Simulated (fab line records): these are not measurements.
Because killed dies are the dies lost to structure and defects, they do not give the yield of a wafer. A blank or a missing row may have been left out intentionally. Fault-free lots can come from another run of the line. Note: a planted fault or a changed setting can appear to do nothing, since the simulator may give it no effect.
Comparing a struck lot with a sound one -- flow sky130 -- 43 steps out of a route of 708
Sound: these wafers, L694.2, L694.3, L694.5. Wafers struck: L707.3, L707.5, L707.6. At the end, the cause is stated.
Order at every step that has rows: each side's tool, ch and its chambers, its first start. Under that, the readings that differ: sound wafers -- struck wafers -- difference of the means -- sigmas: that difference in standard deviations of wafers without a fault.
alike: a reading whose means differ by less than 2 such deviations, as well as words and numbers matching on both sides. not compared: withheld readings; readings where some wafer has no value; bounds like >300 that might hide an equal value; numbers whose values overlap and for which the record gives no deviation.
Wherever a step has rows on one side only, a row that says differs or no value, or a row with sigmas, the two part there. Non-overlapping numbers with no deviation appear without sigmas and do not part them. Lack of a reading on every wafer of one side parts them only where that side has two or more wafers.

first, 8 steps without rows for these wafers: SKY_VIA1_DEHYDRATE_04 (time 60 s); SKY_VIA1_HMDS_05 (prime time 60 s); SKY_VIA1_COAT_06 (resist thk 60 nm); SKY_VIA1_COAT_07 (resist thk 450 nm); SKY_VIA1_SOFTBAKE_08 (time 90 s); SKY_VIA1_EXPOSE_09 (exposes mask VIM, target cd 150 nm); SKY_VIA1_PEB_10; SKY_VIA1_DEVELOP_11 (develop time 60 s).
SKY_VIA1_CD_MEAS_12: the cd target is 150 nm.
  struck on cd_sem-02, day 38 01:11; sound on cd_sem-01, day 33 16:32
  alike: cd_nm
SKY_VIA1_OVL_MEAS_13:
  struck on overlay-01, day 38 01:16; sound on overlay-02, day 33 16:38
  alike: VIA1_OVL
then, 2 steps without rows for these wafers: SKY_VIA1_ETCH_14 (etches BARC in N2/H2, stops on SiO2, time 45.9 s, target depth 60 nm); SKY_VIA1_ETCH_15 (etches SiO2 in C4F8/O2/Ar, stops on TiN, target depth 351 nm, time 54 s).
SKY_VIA1_STRIP_16: strips in O2/N2.
  sound on plasma_asher-04 ch 1, day 33 16:46; struck on plasma_asher-02 ch 0,1, day 38 01:25
  alike: drypump_motor_current_A, oes_product_au, strip_time_to_endpoint_s
  not compared: rf_hours_counter_h
then, 3 steps without rows for these wafers: SKY_VIA1_STRIP_17 (strips in post etch residue remover, time 1200 s); SKY_VIA1_CLEAN_18 (cleans in IPA, time 180 s); SKY_VIA1_CLEAN_19 (cleans in O3/DIW).
SKY_VIA1_SPUTTER_20: material TiN, target thk 20 nm, time 80 s.
  struck on pvd_sputter-03, day 38 02:01; sound on pvd_sputter-04, day 33 17:22
  alike: throttle_valve_pct
SKY_VIA1_CVD_21: deposits W, target thk 270 nm, time 80.902 s.
  sound on cvd_w-01 ch 0,1, day 33 17:26; struck on cvd_w-01 ch 0,1, day 38 02:06
  alike: heater_power_w
SKY_VIA1_RS_MEAS_22: uses a four-point probe to measure.
  struck on film_metro-04, day 38 02:12; sound on film_metro-01, day 33 17:32
  alike: VIA1_W_RS
SKY_VIA1_THK_MEAS_23: measures by xrf.
  struck on film_metro-04, day 38 02:18; sound on film_metro-01, day 33 17:39
  alike: VIA1_W_THK
SKY_VIA1_CMP_24: polishes, stops on SiO2, t overpolish 15 s, target thk 0 nm.
  sound on cmp-02 ch 0,1,2, day 33 17:42; struck on cmp-01 ch 0,1,3, day 38 02:29
  alike: motor_current_A, overpolish_run_s, time_to_endpoint_s
then, 5 steps without rows for these wafers: SKY_METAL2_SPUTTER_00 (material Ti, target thk 15 nm, time 10 s); SKY_METAL2_SPUTTER_01 (material TiN, target thk 20 nm, time 16.7 s); SKY_METAL2_SPUTTER_02 (material AlCu, target thk 250 nm, time 13.3 s); SKY_METAL2_SPUTTER_03 (material Ti, target thk 5 nm, time 3.3 s); SKY_METAL2_SPUTTER_04 (material TiN, target thk 70 nm, time 58.3 s).
SKY_METAL2_RS_MEAS_05: uses a four-point probe to measure.
  struck on film_metro-01, day 38 02:49; sound on film_metro-02, day 33 18:10
  alike: METAL2_ALCU_RS
SKY_METAL2_THK_MEAS_06: measures by xrf.
  struck on film_metro-01, day 38 02:55; sound on film_metro-02, day 33 18:17
  alike: METAL2_ALCU_THK
then, 8 steps without rows for these wafers: SKY_METAL2_DEHYDRATE_07 (time 60 s); SKY_METAL2_HMDS_08 (prime time 60 s); SKY_METAL2_COAT_09 (resist thk 60 nm); SKY_METAL2_COAT_10 (resist thk 450 nm); SKY_METAL2_SOFTBAKE_11 (time 90 s); SKY_METAL2_EXPOSE_12 (exposes mask MM2, target cd 140 nm); SKY_METAL2_PEB_13; SKY_METAL2_DEVELOP_14 (develop time 60 s).
SKY_METAL2_CD_MEAS_15: the cd target is 140 nm.
  struck on cd_sem-01, day 39 03:58; sound on cd_sem-01, day 34 20:52
  alike: cd_nm
SKY_METAL2_OVL_MEAS_16:
  struck on overlay-02, day 39 04:03; sound on overlay-02, day 34 20:58
  alike: METAL2_OVL
then, 2 steps without rows for these wafers: SKY_METAL2_DESCUM_17 (chemistry O2, time 8 s); SKY_METAL2_ETCH_18 (etches BARC in N2/H2, stops on SiO2, time 45.9 s, target depth 60 nm).
SKY_METAL2_METAL_ETCH_19: etches the open film in Cl2/BCl3, stops on SiO2, target depth 360 nm, time 78 s.
  sound on rie_metal-03 ch 0,1, day 34 21:06; struck on rie_metal-03 ch 0,1, day 39 04:12
  alike: bias_w, drypump_motor_current_A, oes_product_au, throttle_valve_pct
  not compared: rf_hours_counter_h
SKY_METAL2_STRIP_20: strips in O2/N2.
  sound on plasma_asher-03 ch 0,1, day 34 21:11; struck on plasma_asher-02 ch 0,1, day 39 04:17
  alike: drypump_motor_current_A, oes_product_au, strip_time_to_endpoint_s
  not compared: rf_hours_counter_h
-- the record jumps here: 10 days lie between the struck wafers' starts before and after (it left off in module METAL2 and takes up again in module PAD_OPEN, whose first step shown is number 708 of the route) --
SKY_PAD_OPEN_PROBE_99:
  struck on prober-01, day 48 20:37; sound on prober-01, day 45 10:28
reading,sound,struck,difference,sigmas
defect_limited_yield (%),82.5 83.3 87.0,70.7 76.2 73.4,-10.8,-6
killed_at_M0_to_M3,45 38 22,103 66 91,+52,+7
killed_dies,86 82 64,144 117 131,+53,+6
sort_bin_3_pad_short (%),1.0 1.4 0.4,4.3 2.6 4.7,+2.9,+7
sort_bin_5_function (%),9.8 10.4 7.3,20.7 14.6 17.3,+8.4,+6
sort_n_pass,406 410 428,348 375 361,-53,-6
sort_yield_pct (%),82.5 83.3 87.0,70.7 76.2 73.4,-10.8,-6
model.etest.tester.sort_n_pass,406 410 428,348 375 361,-53,
model.etest.tester.sort_yield_pct (%),82.52 83.33 86.99,70.73 76.22 73.37,-10.84,
model.etest.tester.sort_bin_5_pct (%),9.756 10.37 7.317,20.73 14.63 17.28,+8.40,
model.etest.tester.sort_bin_3_pct (%),1.016 1.423 0.4065,4.268 2.642 4.675,+2.913,
  alike: killed_at_M4_up, killed_at_contacts, killed_at_front_end, killed_at_other, killed_open, killed_short, sort_bin_6_memory

WHERE THEY PART
Within this record, at SKY_PAD_OPEN_PROBE_99 only.

WHY: the cause the simulator had injected
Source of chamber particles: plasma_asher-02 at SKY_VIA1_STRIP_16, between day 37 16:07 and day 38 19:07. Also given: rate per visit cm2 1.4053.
